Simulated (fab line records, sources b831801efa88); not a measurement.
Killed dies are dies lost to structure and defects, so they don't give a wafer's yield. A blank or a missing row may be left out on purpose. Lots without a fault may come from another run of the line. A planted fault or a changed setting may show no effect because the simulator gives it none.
fab line records | flow sky130
record lots=14 wafers=42 last_day=50
route steps=708 shown VT_ADJUST_HVTR@139 GATE_OXIDE@196 RES_PROTECT@214
lots that met no fault: from a run of the same line without faults
start_h: hours from the record's first day to the start of the lot's first wafer shown | wait_h: hours since the lot's step before | " the same as in the row above | L1.1+2: a row that stands for several wafers | - no value, or no start given | * or withheld: withheld | < > ~ a bound
route shown NAME@n: a module of which the file shows steps, and the number in the route of the first | usual: mean/standard deviation of fault-free wafers | same: alike in all rows | chamber/n: place in a boat | sites: the reading at each site | _std_site: their standard deviation | _edge_site: outer sites' mean less inner sites' | radius_mm: how far each site lies from the wafer's centre | mask NAME#n: copy n | behind: the tool/chamber that last shaped the wafer | hold: why the lot was held/for how many hours/how that ended | device: the transistor (n, p or np) that didn't switch | end of line: the same wafers' tests at the end of the route | a step without rows: its recipe alone | killed: dies lost to structure and defects at the first sort, not the wafer's yield | map: a wafer's dies, x killed, . not, _ none there
set.NAME: the setting as run; set.NAME@STEP: as run at that earlier step | model.NAME: the simulator's own value behind a step, which no gauge read
steps of the route over a sample of lots; a table a step, a row a wafer
services: from which hour (start_h, from the record's first day; less than 0 if before it) a tool's chamber was out of use, for how many hours, and why
## steps
# step SKY_VT_ADJUST_HVTR_OVL_MEAS_08
# usual VT_ADJUST_HVTR_OVL=-0.2/1.3
# columns lot.wafer tool chamber start_h wait_h VT_ADJUST_HVTR_OVL[nm]
L840.1 overlay-02 - 209.41 0.1 0.2
L840.3 " - " " -1.2
L840.4 " - " " -0.7
L842.3 overlay-02 - 218.51 0.1 -0.5
L842.4 " - " " -0.4
L842.6 " - " " 0.7
L843.4 overlay-02 - 227.23 0.1 -2.1
L843.5 " - " " 0.6
L843.6 " - " " -0.3
L844.4 overlay-01 - 233.87 0.1 1.5
L844.5 " - " " 0.3
L844.6 " - " " 1.8
L846.3 overlay-02 - 254.67 0.1 0.4
L846.4 " - " " 1.3
L846.5 " - " " 1.0
L848.1 overlay-02 - 267.23 0.1 -0.7
L848.2 " - " " 1.1
L848.3 " - " " 1.1
L849.1 overlay-02 - 274.16 0.1 0.0
L849.4 " - " " 0.5
L849.6 " - " " 1.2
L856.3 overlay-01 - 320.91 0.1 0.4
L856.4 " - " " -1.5
L856.6 " - " " -2.8
L858.1 overlay-02 - 331.95 0.1 0.5
L858.4 " - " " -1.6
L858.6 " - " " 0.9
L859.1 overlay-02 - 343.47 0.1 -0.8
L859.4 " - " " 0.2
L859.6 " - " " -0.3
L860.1 overlay-01 - 353.00 0.1 -1.6
L860.4 " - " " 0.1
L860.6 " - " " -0.3
L861.1 overlay-02 - 359.66 0.1 -2.6
L861.3 " - " " -1.4
L861.6 " - " " -2.8
L862.2 overlay-01 - 368.61 0.1 -1.6
L862.5 " - " " -2.5
L862.6 " - " " -1.7
L863.2 overlay-02 - 371.18 0.1 -0.6
L863.3 " - " " -0.7
L863.5 " - " " -0.1
# step SKY_VT_ADJUST_HVTR_STRIP_10
# recipe chemistry=O2/N2 power_w=1400 pressure_mtorr=1500 platen_temp_c=withheld o2_flow_sccm=3000 n2_flow_sccm=300 overash_fraction=0.5
# usual drypump_motor_current_A=5.57/0.28 oes_product_au=0.716/0.0047 strip_time_to_endpoint_s=14.10/0.039
# columns lot.wafer tool chamber start_h wait_h drypump_motor_current_A oes_product_au rf_hours_counter_h strip_time_to_endpoint_s
L840.1 plasma_asher-04 1 209.60 0.1 5.14 0.722 51 14.11
L840.3 " 1 " " 5.15 0.720 - 14.09
L840.4 " 0 " " 5.56 0.715 - 14.09
L842.3 plasma_asher-03 0 218.72 0.1 5.47 0.718 - 14.06
L842.4 " 1 " " 5.56 0.715 - 14.05
L842.6 " 1 " " 5.57 0.718 - 14.11
L843.4 plasma_asher-04 0 227.43 0.1 5.62 0.715 - 14.09
L843.5 " 1 " " 5.14 0.711 - 14.08
L843.6 " 0 " " 5.62 0.705 - 14.12
L844.4 plasma_asher-02 1 234.07 0.1 5.72 0.715 - 14.15
L844.5 " 0 " " 6.01 0.716 - 14.08
L844.6 " 1 " " 5.75 0.718 - 14.16
L846.3 plasma_asher-03 1 254.88 0.1 5.56 0.719 - 14.16
L846.4 " 0 " " 5.51 0.718 - 14.18
L846.5 " 1 " " 5.58 0.718 - 14.14
L848.1 plasma_asher-03 0 267.41 0.1 5.52 0.725 15 14.11
L848.2 " 1 " " 5.58 0.717 15 14.13
L848.3 " 0 " " 5.53 0.722 - 14.12
L849.1 plasma_asher-02 1 274.35 0.1 5.73 0.722 46 14.10
L849.4 " 1 " " 5.73 0.711 - 14.10
L849.6 " 0 " " 6.03 0.712 - 14.13
L856.3 plasma_asher-04 0 321.12 0.1 5.57 0.708 - 14.13
L856.4 " 1 " " 5.15 0.712 - 14.16
L856.6 " 0 " " 5.57 0.718 - 14.13
L858.1 plasma_asher-02 0 332.14 0.1 6.01 0.720 54 14.15
L858.4 " 1 " " 5.72 0.722 - 14.12
L858.6 " 0 " " 5.99 0.720 - 14.15
L859.1 plasma_asher-04 0 343.66 0.1 5.55 0.706 63 14.18
L859.4 " 0 " " 5.57 0.714 - 14.17
L859.6 " 1 " " 5.15 0.716 - 14.16
L860.1 plasma_asher-04 0 353.19 0.1 5.54 0.722 64 14.12
L860.4 " 0 " " 5.56 0.715 - 14.11
L860.6 " 0 " " 5.53 0.716 - 14.12
L861.1 plasma_asher-02 1 359.85 0.1 5.74 0.720 57 14.07
L861.3 " 0 " " 6.00 0.712 - 14.09
L861.6 " 0 " " 6.01 0.724 - 14.07
L862.2 plasma_asher-03 0 368.79 0.1 5.50 0.706 21 14.12
L862.5 " 1 " " 5.56 0.716 - 14.10
L862.6 " 0 " " 5.48 0.713 - 14.16
L863.2 plasma_asher-04 1 371.36 0.1 5.13 0.729 66 14.10
L863.3 " 0 " " 5.56 0.713 - 14.11
L863.5 " 1 " " 5.10 0.715 - 14.12
# step SKY_GATE_OXIDE_DEVELOP_09
# recipe resist=NOVOLAK developer=TMAH develop_time_s=60 dev_temp_c=23
# usual chill_plate_temp_C=23.00/0.12 develop_time_s=60/0
# columns lot.wafer tool chamber start_h wait_h chill_plate_temp_C develop_time_s
L840.1 litho_track-03 0 317.43 0.1 23.06 60
L840.3 " 0 " " 23.06 60
L840.4 " 0 " " 23.17 60
L842.3 litho_track-02 0 329.24 0.1 22.98 60
L842.4 " 0 " " 22.90 60
L842.6 " 0 " " 22.85 60
L843.4 litho_track-04 0 334.23 0.1 23.14 60
L843.5 " 0 " " 22.93 60
L843.6 " 0 " " 23.01 60
L844.4 litho_track-04 0 343.58 0.1 22.87 60
L844.5 " 0 " " 22.94 60
L844.6 " 0 " " 23.05 60
L846.3 litho_track-02 0 366.99 0.1 22.92 60
L846.4 " 0 " " 22.88 60
L846.5 " 0 " " 22.85 60
L848.1 litho_track-02 - 384.14 0.1 - -
L848.2 " - " " - -
L848.3 " - " " - -
L849.1 litho_track-04 - 390.40 0.1 - -
L849.4 " - " " - -
L849.6 " - " " - -
L856.3 litho_track-04 0 444.90 0.1 22.84 60
L856.4 " 0 " " 22.91 60
L856.6 " 0 " " 22.97 60
L858.1 litho_track-03 0 456.23 0.1 22.90 60
L858.4 " 0 " " 22.91 60
L858.6 " 0 " " 23.04 60
L859.1 litho_track-02 0 470.09 0.1 23.17 60
L859.4 " 0 " " 23.03 60
L859.6 " 0 " " 22.97 60
L860.1 litho_track-04 0 480.25 0.1 23.25 60
L860.4 " 0 " " 23.17 60
L860.6 " 0 " " 23.05 60
L861.1 litho_track-02 0 486.99 0.1 22.84 60
L861.3 " 0 " " 23.01 60
L861.6 " 0 " " 22.93 60
L862.2 litho_track-04 0 494.63 0.1 23.05 60
L862.5 " 0 " " 23.00 60
L862.6 " 0 " " 22.97 60
L863.2 litho_track-04 0 503.93 0.1 23.04 60
L863.3 " 0 " " 22.95 60
L863.5 " 0 " " 22.99 60
# step SKY_RES_PROTECT_STRIP_07
# recipe chemistry=O2/N2 power_w=1400 pressure_mtorr=1500 platen_temp_c=withheld o2_flow_sccm=3000 n2_flow_sccm=300 overash_fraction=0.5
# usual drypump_motor_current_A=5.63/0.26 oes_product_au=0.517/0.0046 strip_time_to_endpoint_s=23.30/0.042
# columns lot.wafer tool chamber start_h wait_h drypump_motor_current_A oes_product_au rf_hours_counter_h strip_time_to_endpoint_s
L840.1 plasma_asher-02 1 349.35 0.1 5.72 0.515 56 23.37
L840.3 " 1 " " 5.72 0.513 - 23.32
L840.4 " 0 " " 6.00 0.518 - 23.34
L842.3 plasma_asher-03 1 362.06 0.1 5.60 0.520 - 23.33
L842.4 " 0 " " 5.49 0.517 - 23.35
L842.6 " 0 " " 5.50 0.512 - 23.29
L843.4 plasma_asher-03 1 364.59 0.1 5.60 0.512 - 23.27
L843.5 " 1 " " 5.57 0.514 - 23.29
L843.6 " 0 " " 5.46 0.517 - 23.28
L844.4 plasma_asher-04 0 374.67 0.1 5.58 0.516 - 23.32
L844.5 " 0 " " 5.60 0.518 - 23.34
L844.6 " 1 " " 5.11 0.522 - 23.33
L846.3 plasma_asher-03 1 401.17 0.1 5.59 0.519 - 23.35
L846.4 " 0 " " 5.49 0.516 - 23.24
L846.5 " 0 " " 5.49 0.522 - 23.30
L856.3 plasma_asher-02 1 479.81 0.1 5.73 0.516 - 23.27
L856.4 " 0 " " 6.02 0.521 - 23.25
L856.6 " 0 " " 6.02 0.509 - 23.25
L858.1 plasma_asher-04 1 491.15 0.1 5.14 0.516 79 23.27
L858.4 " 0 " " 5.56 0.512 - 23.26
L858.6 " 0 " " 5.57 0.518 - 23.29
L859.1 plasma_asher-02 0 504.83 0.1 6.00 0.523 72 23.34
L859.4 " 0 " " 6.02 0.510 - 23.28
L859.6 " 0 " " 5.99 0.518 - 23.31
L860.1 plasma_asher-03 1 513.88 0.1 5.58 0.516 34 23.26
L860.4 " 0 " " 5.51 0.514 - 23.25
L860.6 " 0 " " 5.53 0.505 - 23.24
L861.1 plasma_asher-02 1 520.28 0.1 5.69 0.516 73 23.28
L861.3 " 0 " " 6.02 0.516 - 23.24
L861.6 " 0 " " 6.02 0.524 - 23.26
L862.2 plasma_asher-02 0 528.13 0.1 6.00 0.521 74 23.28
L862.5 " 1 " " 5.71 0.522 - 23.31
L862.6 " 0 " " 6.01 0.519 - 23.32
L863.2 plasma_asher-04 0 537.60 0.1 5.56 0.519 84 23.29
L863.3 " 1 " " 5.15 0.517 - 23.27
L863.5 " 1 " " 5.17 0.516 - 23.30
## services
# columns tool chamber start_h hours kind
plasma_asher-04 - 185.72 7.8 repair
plasma_asher-03 - 209.46 1.9 repair
plasma_asher-04 - 230.33 0.5 repair
plasma_asher-04 - 263.95 2.2 repair
plasma_asher-04 - 265.72 11.3 repair
plasma_asher-03 - 291.60 52.8 repair
plasma_asher-04 - 296.36 1.9 repair
plasma_asher-04 - 303.28 8.2 repair
plasma_asher-02 - 364.16 6.9 repair
plasma_asher-02 - 414.82 3.0 repair
plasma_asher-03 - 450.99 2.9 repair
plasma_asher-03 - 468.00 18.4 pm
litho_track-03 - 490.07 - consumable_replace:filter
## key
first_sign step=SKY_GATE_OXIDE_DEVELOP_09 reading=tool_record direction=missing
effect none on later readings
met_at SKY_GATE_OXIDE_DEVELOP_09
struck_lots L848,L849
later_rows_left_out L848.1,L848.2,L848.3,L849.1,L849.4,L849.6
sort_left_out L848.1,L848.2,L848.3,L849.1,L849.4,L849.6
tester_left_out L848,L849
not_acting_at SKY_VT_ADJUST_HVTR_OVL_MEAS_08,SKY_VT_ADJUST_HVTR_STRIP_10,SKY_RES_PROTECT_STRIP_07
onset_between 366.99 384.14
fault kind=skipped_step_whole tool=litho_track-02,litho_track-04 chamber=- onset_h=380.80 steps=SKY_GATE_OXIDE_DEVELOP_09 scope=struck_lots_only
# tester_left_out: of these lots the tester's yield and bins aren't shown, on N5 and GAA mostly nor the transistor test; their killed dies are dies lost to structure and defects alone, not to doping, threshold or leakage, so they don't give the yield
# sort_left_out: the simulated sort isn't trusted on such a fault, so these wafers' sort isn't shown, and their yield isn't known
# later_rows_left_out: the simulator's readings of these wafers behind a module that went badly wrong aren't trusted and aren't shown, but for the sort
